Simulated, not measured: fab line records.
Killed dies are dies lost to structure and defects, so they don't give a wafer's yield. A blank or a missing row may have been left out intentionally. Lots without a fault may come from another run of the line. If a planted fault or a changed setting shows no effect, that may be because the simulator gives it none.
Chamber matching -- flow sky130 -- SKY_VIA3_ETCH_15 on rie_diel-01 has 4 sister chambers
The step etches SiO2 in C4F8/O2/Ar, stops on TiN, target depth 507 nm, time 78 s. 7 wafers are shown with their chamber, then 9 later ones without.

== WAFERS, EACH WITH ITS CHAMBER ==
wafer,chamber,oes_product_au (a.u.)
L078.1,0,0.943
L083.1,1,0.943
L083.3,2,0.949
L083.5,0,0.960
L087.3,3,0.946
L087.5,2,0.949
L087.6,1,0.945

== WAFERS WHOSE CHAMBER IS MISSING ==
wafer,oes_product_au (a.u.)
L089.1,0.949
L089.2,0.942
L089.4,0.947
L094.3,0.937
L094.4,0.944
L094.5,0.950
L096.2,0.944
L096.5,0.949
L096.6,0.949

== EACH ONE'S CHAMBER ==
wafer,from the rows above,in truth
L089.1,can't be placed: 2 or 0 or 3 or 1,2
L089.2,can't be placed: 1 or 3 or 2 or 0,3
L089.4,can't be placed: 3 or 2 or 1 or 0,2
L094.3,can't be placed: 1 or 3 or 2 or 0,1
L094.4,can't be placed: 1 or 3 or 2 or 0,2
L094.5,can't be placed: 2 or 0 or 3 or 1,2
L096.2,can't be placed: 1 or 3 or 2 or 0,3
L096.5,can't be placed: 2 or 0 or 3 or 1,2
L096.6,can't be placed: 2 or 0 or 3 or 1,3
Placed correctly: 0 of 9. From these rows, 9 cannot be placed; in 9 the true chamber is one of the candidates. Wrongly placed: 0.
How it was worked out, from the rows above alone: a wafer's distance from a chamber is the root of the sum, over the readings, of the square of ((its reading less the chamber's mean) divided by the reading's scatter). If the next closest chamber is less than 2 further off than the closest, the wafer can't be placed; otherwise it belongs to the closest. The mean given for a chamber averages the wafers shown for that chamber. The scatter: the root of (the sum of the squares of (reading less its chamber's mean) over the shown wafers, divided by (wafers less chambers)).
